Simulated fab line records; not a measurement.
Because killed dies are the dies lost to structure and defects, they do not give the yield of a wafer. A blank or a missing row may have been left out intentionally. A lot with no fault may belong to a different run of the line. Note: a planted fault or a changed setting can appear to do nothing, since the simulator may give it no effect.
fab line records    flow sky130
[record] lots = 6  wafers = 18  last_day = 50
route steps=708 shown LOCAL_INTERCONNECT@388 PAD_OPEN@708
lots untouched by any fault: they come from a run of this same line in which no faults occurred
start_h: hours from the record's opening day to when the first of the lot's shown wafers began    wait_h: how many hours have passed since the lot's step before this one    " repeats the value in the row above    L1.1+2: a single row standing in for several wafers    - no value, or no start given    * or withheld: withheld    < > ~ a bound
route shown NAME@n: NAME is a module with steps in the file, n the number in the route of the first one    usual: the fault-free wafers' mean and standard deviation    same: alike in all rows    chamber/n: place in a boat    sites: the reading at each site    _std_site: standard deviation across them    _edge_site: mean of outer sites minus mean of inner sites    radius_mm: how far each site lies from the wafer's centre    mask NAME#n: copy n    behind: the last tool/chamber to shape the wafer    hold: the reason the lot was held/the length of the hold in hours/how it ended    device: the n, p or np transistor that did not switch    end of line: tests of these same wafers at the route's end    where a step has no rows: the recipe by itself    killed: dies that structure and defects cost at the first sort, which is not the same as the wafer's yield    map: per-die view of a wafer (x killed, . not killed, _ where there is no die)
set.NAME: the setting as run; set.NAME@STEP: as run at that earlier step    model.NAME: the simulator's own value behind a step, which no gauge read
a table for each step, a row for each wafer; lots at some steps of the route
services: from which hour (start_h, from the record's first day; less than 0 if before it) a tool's chamber was out of use, for how many hours, and why
[[steps]]
[step SKY_LOCAL_INTERCONNECT_RS_MEAS_01]
[recipe] thk_meas_gauge = four-point-probe  reads = TiN_of_LOCAL_INTERCONNECT_SPUTTER_00
[usual] LOCAL_INTERCONNECT_TIN_RS = 14.15/0.15
lot.wafer  tool           chamber  start_h  wait_h  LOCAL_INTERCONNECT_TIN_RS[ohm/sq]
L932.1     film_metro-03  -        674.26   0.0     14.16
L932.3     "              -        "        "       14.12
L932.6     "              -        "        "       14.17
L935.2     film_metro-02  -        708.56   0.1     14.15
L935.3     "              -        "        "       14.22
L935.6     "              -        "        "       14.33
L949.1     film_metro-03  -        812.23   0.0     14.39
L949.4     "              -        "        "       14.12
L949.5     "              -        "        "       14.02
L950.4     film_metro-02  -        824.45   0.1     14.21
L950.5     "              -        "        "       13.93
L950.6     "              -        "        "       13.94
L953.1     film_metro-02  -        845.88   0.0     14.14
L953.4     "              -        "        "       14.01
L953.5     "              -        "        "       14.22
L954.4     film_metro-03  -        849.29   0.1     13.84
L954.5     "              -        "        "       13.84
L954.6     "              -        "        "       13.89
[step SKY_LOCAL_INTERCONNECT_THK_MEAS_02]
[recipe] thk_meas_gauge = xrf  reads = TiN_of_LOCAL_INTERCONNECT_SPUTTER_00
[usual] LOCAL_INTERCONNECT_TIN_THK = 99.8/1.1
lot.wafer  tool           chamber  start_h  wait_h  LOCAL_INTERCONNECT_TIN_THK[nm]
L932.1     film_metro-03  -        674.38   0.1     99.8
L932.3     "              -        "        "       100.1
L932.6     "              -        "        "       100.4
L935.2     film_metro-02  -        708.67   0.1     99.4
L935.3     "              -        "        "       99.2
L935.6     "              -        "        "       97.7
L949.1     film_metro-03  -        812.35   0.1     99.0
L949.4     "              -        "        "       100.1
L949.5     "              -        "        "       101.6
L950.4     film_metro-02  -        824.54   0.1     98.3
L950.5     "              -        "        "       100.2
L950.6     "              -        "        "       100.6
L953.1     film_metro-02  -        846.00   0.1     98.7
L953.4     "              -        "        "       99.8
L953.5     "              -        "        "       98.2
L954.4     film_metro-03  -        849.38   0.1     102.6
L954.5     "              -        "        "       102.7
L954.6     "              -        "        "       101.9
[step SKY_LOCAL_INTERCONNECT_DEHYDRATE_03]
[recipe] temp_c = 200  time_s = 60
[step SKY_LOCAL_INTERCONNECT_HMDS_04]
[recipe] prime_time_s = 60  prime_temp_c = 120
[step SKY_LOCAL_INTERCONNECT_COAT_05]
[recipe] resist = BARC  temp_c = withheld  time_s = withheld  spin_rpm = 3000  resist_thk_nm = 60
[step SKY_LOCAL_INTERCONNECT_COAT_06]
[recipe] resist = KrF-thick  spin_rpm = 3000  resist_thk_nm = 450
[step SKY_LOCAL_INTERCONNECT_SOFTBAKE_07]
[recipe] temp_c = 100  time_s = 90  resist = KrF-thick
[step SKY_LOCAL_INTERCONNECT_EXPOSE_08]
[recipe] mask_id = LI1M  na = 0.8  source_shape = annular  sigma_inner = 0.55  sigma_outer = 0.85  target_cd_nm = 170  dose_mj = 28
[step SKY_LOCAL_INTERCONNECT_PEB_09]
[recipe] peb_temp_c = withheld  peb_time_s = withheld  resist = KrF-thick
[step SKY_LOCAL_INTERCONNECT_DEVELOP_10]
[recipe] develop_time_s = 60  resist = KrF-thick  dev_temp_c = 21
[step SKY_LOCAL_INTERCONNECT_CD_MEAS_11]
[recipe] target_cd_nm = 170
[usual] cd_nm = 170.0/2
lot.wafer  tool       chamber  start_h  wait_h  cd_nm
L932.1     cd_sem-02  -        702.55   -       168.2
L932.3     "          -        "        "       168.0
L932.6     "          -        "        "       168.2
L935.2     cd_sem-02  -        736.12   -       166.7
L935.3     "          -        "        "       168.0
L935.6     "          -        "        "       165.6
L949.1     cd_sem-01  -        838.75   -       171.9
L949.4     "          -        "        "       172.4
L949.5     "          -        "        "       174.8
L950.4     cd_sem-01  -        851.11   -       171.2
L950.5     "          -        "        "       171.2
L950.6     "          -        "        "       171.5
L953.1     cd_sem-02  -        872.21   -       169.9
L953.4     "          -        "        "       171.3
L953.5     "          -        "        "       171.3
L954.4     cd_sem-01  -        875.61   -       166.8
L954.5     "          -        "        "       168.2
L954.6     "          -        "        "       169.0
[step SKY_LOCAL_INTERCONNECT_OVL_MEAS_12]
[usual] LOCAL_INTERCONNECT_OVL = 3/5.9
lot.wafer  tool        chamber  start_h  wait_h  LOCAL_INTERCONNECT_OVL[nm]
L932.1     overlay-01  -        702.67   0.1     -3
L932.3     "           -        "        "       4
L932.6     "           -        "        "       7
L935.2     overlay-02  -        736.23   0.1     5
L935.3     "           -        "        "       4
L935.6     "           -        "        "       7
L949.1     overlay-02  -        838.87   0.1     3
L949.4     "           -        "        "       7
L949.5     "           -        "        "       -3
L950.4     overlay-02  -        851.19   0.1     3
L950.5     "           -        "        "       8
L950.6     "           -        "        "       -3
L953.1     overlay-02  -        872.33   0.1     6
L953.4     "           -        "        "       6
L953.5     "           -        "        "       3
L954.4     overlay-02  -        875.69   0.1     -6
L954.5     "           -        "        "       -9
L954.6     "           -        "        "       -6
[step SKY_LOCAL_INTERCONNECT_ETCH_13]
[recipe] chemistry = N2/H2  target = BARC  ion_energy_ev = 200  bias_w = 100  pressure_mtorr = 30  n2_flow_sccm = 100  h2_flow_sccm = 200  icp_w = 500  stop_on = SiO2  time_s = 45.9  target_depth_a = 600
[usual] bias_w = 99.93/0.29  chamber_pressure_mTorr = 29.999/0.028  drypump_motor_current_A = 5.6/0.62  oes_product_au = 0.855/0.0047  throttle_valve_pct = 13.226/0.0097
lot.wafer  tool          chamber  start_h  wait_h  bias_w  chamber_pressure_mTorr  drypump_motor_current_A  oes_product_au  rf_hours_counter_h  throttle_valve_pct  model.KrF-thick_of_LOCAL_INTERCONNECT_COAT_06.thk_nm
L932.1     rie_metal-04  0        702.71   0.0     99.22   30.000                  5.5                      0.859           7                   13.217              394.5
L932.3     "             0        "        "       99.82   29.990                  5.5                      0.853           -                   13.230              394.8
L932.6     "             0        "        "       99.78   29.965                  5.5                      0.851           -                   13.207              392.6
L935.2     rie_metal-01  0        736.26   0.0     99.56   30.017                  5.3                      0.853           1                   13.220              392.3
L935.3     "             0        "        "       99.87   30.047                  5.3                      0.854           -                   13.233              390.2
L935.6     "             1        "        "       99.46   30.021                  4.9                      0.864           -                   13.218              391.9
L949.1     rie_metal-02  0        838.91   0.0     -       -                       -                        -               -                   -                   433.8
L949.4     "             1        "        "       -       -                       -                        -               -                   -                   434.4
L949.5     "             0        "        "       -       -                       -                        -               -                   -                   435.1
L950.4     rie_metal-01  1        851.27   0.1     -       -                       -                        -               -                   -                   438.2
L950.5     "             1        "        "       -       -                       -                        -               -                   -                   437.6
L950.6     "             1        "        "       -       -                       -                        -               -                   -                   436.6
L953.1     rie_metal-04  1        872.36   0.0     99.92   30.010                  6.8                      0.865           10                  13.229              392.1
L953.4     "             1        "        "       100.19  29.977                  6.8                      0.865           -                   13.220              394.2
L953.5     "             1        "        "       100.06  29.995                  6.8                      0.851           -                   13.220              394.7
L954.4     rie_metal-01  0        875.73   0.0     99.87   30.009                  5.3                      0.855           -                   13.243              393.1
L954.5     "             0        "        "       99.55   29.971                  5.3                      0.851           -                   13.210              391.8
L954.6     "             1        "        "       99.65   29.985                  4.9                      0.864           -                   13.212              393.7
[step SKY_LOCAL_INTERCONNECT_METAL_ETCH_14]
[recipe] target_depth_nm = 110  stop_on = PSG  chemistry = Cl2/BCl3  target = TiN  resist_sidewall_deg = 88  pressure_mtorr = 10  icp_w = 900  bias_w = 48.5  Cl2_flow_sccm = 60  bcl3_flow_sccm = 30  time_s = 31.4
[usual] bcl3_flow_sccm = 30.02/0.069  bias_w = 48.48/0.15  drypump_motor_current_A = 5.6/0.62  mfc_cl2_sccm = 59.99/0.18  oes_product_au = 0.941/0.0075  throttle_valve_pct = 21.901/0.0095
lot.wafer  tool          chamber  start_h  wait_h  bcl3_flow_sccm  bias_w  drypump_motor_current_A  mfc_cl2_sccm  oes_product_au  rf_hours_counter_h  throttle_valve_pct  model.KrF-thick_of_LOCAL_INTERCONNECT_COAT_06.thk_nm
L932.1     rie_metal-04  0        702.83   0.1     30.08           48.47   5.5                      59.80         0.936           7                   21.907              350.7
L932.3     "             0        "        "       30.12           48.61   5.5                      59.79         0.941           -                   21.888              351.3
L932.6     "             0        "        "       30.13           48.31   5.5                      59.76         0.947           -                   21.909              349
L935.2     rie_metal-01  0        736.32   0.0     30.06           48.42   5.3                      60.01         0.938           1                   21.895              347
L935.3     "             0        "        "       29.97           48.44   5.3                      60.20         0.939           -                   21.899              345
L935.6     "             1        "        "       30.13           48.72   4.9                      59.91         0.931           -                   21.897              347.9
L949.1     rie_metal-02  0        838.97   0.0     30.16           48.49   6.0                      59.93         0.380           8                   22.261              389.3
L949.4     "             1        "        "       29.98           48.29   6.3                      59.99         0.374           -                   22.253              391.5
L949.5     "             0        "        "       29.99           48.48   6.0                      60.03         0.375           -                   22.252              390.3
L950.4     rie_metal-01  1        851.38   0.1     30.08           48.33   4.9                      60.01         0.371           -                   22.266              394.1
L950.5     "             1        "        "       30.01           48.30   4.9                      59.86         0.371           -                   22.251              393.2
L950.6     "             1        "        "       30.04           48.41   4.9                      59.65         0.379           -                   22.263              392.2
L953.1     rie_metal-04  1        872.43   0.0     29.97           48.42   6.8                      60.15         0.934           10                  21.887              346.8
L953.4     "             1        "        "       30.03           48.24   6.8                      60.10         0.942           -                   21.892              349.1
L953.5     "             1        "        "       30.05           48.50   6.8                      60.11         0.944           -                   21.907              349.5
L954.4     rie_metal-01  0        875.79   0.0     29.96           48.40   5.3                      59.72         0.955           -                   21.888              348.1
L954.5     "             0        "        "       29.97           48.67   5.2                      59.69         0.959           -                   21.895              346.7
L954.6     "             1        "        "       29.98           48.47   4.9                      59.86         0.951           -                   21.900              350.1
[step SKY_LOCAL_INTERCONNECT_STRIP_15]
[recipe] chemistry = O2/N2  power_w = 1400  pressure_mtorr = 1500  platen_temp_c = withheld  o2_flow_sccm = 3000  n2_flow_sccm = 300  overash_fraction = 0.5
[usual] drypump_motor_current_A = 5.6/0.35  oes_product_au = 0.427/0.0046  strip_time_to_endpoint_s = 4.725/0.019
lot.wafer  tool             chamber  start_h  wait_h  drypump_motor_current_A  oes_product_au  rf_hours_counter_h  strip_time_to_endpoint_s
L932.1     plasma_asher-03  1        702.93   0.1     6.0                      0.427           103                 4.743
L932.3     "                1        "        "       6.0                      0.427           -                   4.748
L932.6     "                0        "        "       5.2                      0.426           -                   4.735
L935.2     plasma_asher-02  0        736.37   0.0     5.6                      0.428           58                  4.706
L935.3     "                1        "        "       5.4                      0.429           -                   4.692
L935.6     "                1        "        "       5.4                      0.430           -                   4.710
L949.1     plasma_asher-03  0        839.02   0.0     5.1                      0.442           9                   5.126
L949.4     "                1        "        "       6.0                      0.445           -                   5.161
L949.5     "                0        "        "       5.1                      0.444           -                   5.127
L950.4     plasma_asher-02  1        851.47   0.1     5.5                      0.446           -                   5.181
L950.5     "                0        "        "       5.6                      0.451           -                   5.185
L950.6     "                1        "        "       5.5                      0.447           -                   5.172
L953.1     plasma_asher-02  1        872.48   0.0     5.5                      0.423           70                  4.712
L953.4     "                0        "        "       5.6                      0.425           -                   4.719
L953.5     "                1        "        "       5.4                      0.422           -                   4.731
L954.4     plasma_asher-01  0        875.85   0.1     6.4                      0.424           -                   4.696
L954.5     "                1        "        "       5.6                      0.426           -                   4.701
L954.6     "                0        "        "       6.3                      0.429           -                   4.742
[step SKY_LOCAL_INTERCONNECT_STRIP_16]
[recipe] chemistry = post_etch_residue_remover  time_s = 1200  temp_c = 72.5
[step SKY_PAD_OPEN_PROBE_99]
[usual] killed_at_M0_to_M3 = 43/7.9  killed_at_M4_up = 2.9/1.8  killed_at_contacts = 24/5.5  killed_at_front_end = 15/4.2  killed_at_other = 0.2/0.46  killed_dies = 86/11  killed_on_rim = 17/4.1  killed_open = 47/8.1  killed_short = 39/6.4
[same] gross_dies = 492  killed_at_back_side = 0
lot.wafer  tool       chamber  start_h  wait_h  killed_at_M0_to_M3  killed_at_M4_up  killed_at_contacts  killed_at_front_end  killed_at_other  killed_dies  killed_on_rim  killed_open  killed_short
L932.1     prober-01  -        1078.00  0.1     51                  0                21                  13                   0                85           10             49           36
L932.3     prober-01  -        1078.10  0.2     32                  2                21                  18                   0                73           10             37           36
L932.6     prober-01  -        1078.25  0.2     40                  4                16                  12                   0                72           10             41           31
L935.2     prober-02  -        1100.25  0.1     33                  3                14                  20                   0                70           15             43           27
L935.3     prober-02  -        1100.30  0.2     39                  5                20                  12                   0                76           16             40           36
L935.6     prober-02  -        1100.45  0.2     43                  4                23                  11                   1                82           15             45           37
L949.1     prober-02  -        1177.08  0.1     203                 54               171                 11                   53               492          96             40           49
L949.4     prober-02  -        1177.23  0.2     220                 57               148                 11                   56               492          96             40           44
L949.5     prober-02  -        1177.28  0.2     217                 44               152                 19                   60               492          96             53           33
L950.4     prober-01  -        1182.76  0.2     203                 65               149                 14                   61               492          96             53           43
L950.5     prober-01  -        1182.81  0.2     238                 58               134                 14                   48               492          96             51           42
L950.6     prober-01  -        1182.86  0.2     231                 58               138                 6                    59               492          96             52           38
// killed by level:class
L932.1 VIA1:geometric_particle:open=17 LI_CONTACT:geometric_particle:open=8 METAL2:geometric_particle:short=8 CONTACT:geometric_particle:open=7 VIA2:geometric_particle:open=6 FIELD_ISO:geometric_particle:short=5 VIA3:geometric_particle:open=4 VIA3:geometric_particle:short=4
L932.3 VIA1:geometric_particle:open=9 CONTACT:geometric_particle:short=6 POLY_GATE:geometric_particle:open=5 LI_CONTACT:geometric_particle:open=5 LOCAL_INTERCONNECT:geometric_particle:short=5 METAL1:geometric_particle:short=4 CONTACT:geometric_particle:open=4 METAL2:geometric_particle:short=4
L932.6 VIA1:geometric_particle:open=9 VIA3:geometric_particle:open=8 CONTACT:geometric_particle:open=7 VIA2:geometric_particle:open=6 POLY_GATE:geometric_particle:short=5 METAL2:geometric_particle:short=4 METAL4:geometric_particle:short=4 POLY_GATE:geometric_particle:open=3
L935.2 VIA1:geometric_particle:open=9 VIA2:geometric_particle:open=8 FIELD_ISO:geometric_particle:open=6 METAL2:geometric_particle:short=6 LI_CONTACT:geometric_particle:open=5 CONTACT:geometric_particle:open=4 FIELD_ISO:geometric_particle:short=3 METAL4:geometric_particle:short=3
L935.3 VIA1:geometric_particle:open=10 CONTACT:geometric_particle:open=7 METAL2:geometric_particle:short=6 VIA2:geometric_particle:open=6 LI_CONTACT:geometric_particle:open=5 CONTACT:geometric_particle:short=4 VIA1:geometric_particle:short=4 VIA2:geometric_particle:short=4
L935.6 VIA1:geometric_particle:open=11 VIA2:geometric_particle:open=8 LOCAL_INTERCONNECT:geometric_particle:short=7 CONTACT:geometric_particle:open=7 METAL1:geometric_particle:open=5 VIA3:geometric_particle:open=5 METAL1:geometric_particle:short=4 CONTACT:geometric_particle:short=4
L949.1 LOCAL_INTERCONNECT:area_etch=97 CONTACT:area_expose=46 METAL3:area_expose=34 VIA1:area_expose=29 VIA3:area_expose=29 CAP2M:area_expose=28 VIA4:area_expose=28 CAPM:area_expose=25
L949.4 LOCAL_INTERCONNECT:area_etch=94 VIA2:area_expose=34 VIA3:area_expose=33 METAL3:area_expose=31 VIA1:area_expose=29 CAP2M:area_expose=28 VIA4:area_expose=28 CAPM:area_expose=28
L949.5 LOCAL_INTERCONNECT:area_etch=95 VIA3:area_expose=37 VIA2:area_expose=35 METAL1:area_expose=34 CONTACT:area_expose=32 CAPM:area_expose=30 CAP2M:area_expose=29 METAL2:area_expose=27
L950.4 LOCAL_INTERCONNECT:area_etch=93 METAL4:area_expose=35 CAP2M:area_expose=31 CAPM:area_expose=30 METAL1:area_expose=28 VIA1:area_expose=28 VIA3:area_expose=28 CONTACT:area_expose=27
L950.5 LOCAL_INTERCONNECT:area_etch=94 METAL2:area_expose=36 METAL1:area_expose=35 VIA2:area_expose=33 VIA4:area_expose=29 VIA1:area_expose=28 VIA3:area_expose=26 METAL3:area_expose=25
L950.6 LOCAL_INTERCONNECT:area_etch=81 VIA3:area_expose=37 VIA1:area_expose=32 CAP2M:area_expose=31 VIA4:area_expose=31 METAL1:area_expose=30 METAL3:area_expose=29 CAPM:area_expose=28
// map L949.1 (x killed, . not)
__________xxxxxxxxxx_________
________xxxxxxxxxxxxxx_______
______xxxxxxxxxxxxxxxxxx_____
_____xxxxxxxxxxxxxxxxxxxx____
____xxxxxxxxxxxxxxxxxxxxxx___
___xxxxxxxxxxxxxxxxxxxxxxxx__
__xxxxxxxxxxxxxxxxxxxxxxxxxx_
_xxxxxxxxxxxxxxxxxxxxxxxxxxxx
_xxxxxxxxxxxxxxxxxxxxxxxxxxxx
_xxxxxxxxxxxxxxxxxxxxxxxxxxxx
_xxxxxxxxxxxxxxxxxxxxxxxxxxxx
_xxxxxxxxxxxxxxxxxxxxxxxxxxxx
_xxxxxxxxxxxxxxxxxxxxxxxxxxxx
_xxxxxxxxxxxxxxxxxxxxxxxxxxxx
_xxxxxxxxxxxxxxxxxxxxxxxxxxxx
__xxxxxxxxxxxxxxxxxxxxxxxxxx_
___xxxxxxxxxxxxxxxxxxxxxxxx__
____xxxxxxxxxxxxxxxxxxxxxx___
_____xxxxxxxxxxxxxxxxxxxx____
______xxxxxxxxxxxxxxxxxx_____
________xxxxxxxxxxxxxx_______
__________xxxxxxxxxx_________
// map L950.4 (x killed, . not)
__________xxxxxxxxxx_________
________xxxxxxxxxxxxxx_______
______xxxxxxxxxxxxxxxxxx_____
_____xxxxxxxxxxxxxxxxxxxx____
____xxxxxxxxxxxxxxxxxxxxxx___
___xxxxxxxxxxxxxxxxxxxxxxxx__
__xxxxxxxxxxxxxxxxxxxxxxxxxx_
_xxxxxxxxxxxxxxxxxxxxxxxxxxxx
_xxxxxxxxxxxxxxxxxxxxxxxxxxxx
_xxxxxxxxxxxxxxxxxxxxxxxxxxxx
_xxxxxxxxxxxxxxxxxxxxxxxxxxxx
_xxxxxxxxxxxxxxxxxxxxxxxxxxxx
_xxxxxxxxxxxxxxxxxxxxxxxxxxxx
_xxxxxxxxxxxxxxxxxxxxxxxxxxxx
_xxxxxxxxxxxxxxxxxxxxxxxxxxxx
__xxxxxxxxxxxxxxxxxxxxxxxxxx_
___xxxxxxxxxxxxxxxxxxxxxxxx__
____xxxxxxxxxxxxxxxxxxxxxx___
_____xxxxxxxxxxxxxxxxxxxx____
______xxxxxxxxxxxxxxxxxx_____
________xxxxxxxxxxxxxx_______
__________xxxxxxxxxx_________
[[services]]
tool             chamber  start_h  hours  kind
rie_metal-01     -        685.09   1.1    repair
plasma_asher-01  -        706.27   3.6    repair
plasma_asher-02  -        709.55   15.6   pm
rie_metal-04     1        713.70   16.5   repair
rie_metal-01     -        715.03   14.6   pm
rie_metal-04     -        733.60   28.1   pm
plasma_asher-03  -        733.75   9.0    pm
plasma_asher-03  0        733.75   9.0    vent_cycle
plasma_asher-03  1        733.75   9.0    vent_cycle
rie_metal-02     1        740.03   -      clean
rie_metal-02     1        740.03   16.7   scheduled_down
rie_metal-02     1        740.03   16.7   vent_cycle
plasma_asher-03  0        742.75   -      clean
plasma_asher-03  1        742.75   -      clean
rie_metal-04     -        766.06   0.2    repair
plasma_asher-02  -        804.10   0.6    repair
plasma_asher-02  -        825.14   4.0    pm
plasma_asher-02  -        832.77   9.1    repair
rie_metal-01     0        850.49   3.7    repair
rie_metal-04     -        855.53   6.7    repair
[[key]]
[first_sign] step = SKY_LOCAL_INTERCONNECT_ETCH_13  reading = tool_record  direction = missing
[effect] step = SKY_LOCAL_INTERCONNECT_METAL_ETCH_14  reading = oes_product_au  direction = down  sigmas = 76  usual = 0.941  struck = 0.375
[effect] step = SKY_LOCAL_INTERCONNECT_STRIP_15  reading = strip_time_to_endpoint_s  direction = up  sigmas = 23  usual = *  struck = *
[effect] step = SKY_PAD_OPEN_PROBE_99  reading = killed_at_other  direction = up  sigmas = 56  usual = 0.2  struck = 56.2
[model_effect] step = SKY_LOCAL_INTERCONNECT_ETCH_13  value = KrF-thick_of_LOCAL_INTERCONNECT_COAT_06.thk_nm  without = 392.9  struck = 435.9
[model_effect] step = SKY_LOCAL_INTERCONNECT_METAL_ETCH_14  value = KrF-thick_of_LOCAL_INTERCONNECT_COAT_06.thk_nm  without = 348.8  struck = 391.8
[more_kills_born_at] SKY_LOCAL_INTERCONNECT_ETCH_13@rie_metal-02 = 286  SKY_LOCAL_INTERCONNECT_ETCH_13@rie_metal-01 = 268
met_at SKY_LOCAL_INTERCONNECT_ETCH_13
struck_wafers L949.1,L949.4,L949.5,L950.4,L950.5,L950.6
later_rows_left_out L949.1,L949.4,L949.5,L950.4,L950.5,L950.6
tester_left_out L949,L950
onset_between 736.26 838.91
[fault] kind = skipped_step_whole  tool = rie_metal-01,rie_metal-02  chamber = -  onset_h = 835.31  steps = SKY_LOCAL_INTERCONNECT_ETCH_13  scope = struck_lots_only
// tester_left_out: of these lots the tester's yield and bins aren't shown, on N5 and GAA mostly nor the transistor test; their killed dies are dies lost to structure and defects alone, not to doping, threshold or leakage, so they don't give the yield
// later_rows_left_out: the simulator's readings of these wafers behind a module that went badly wrong aren't trusted and aren't shown, but for the sort
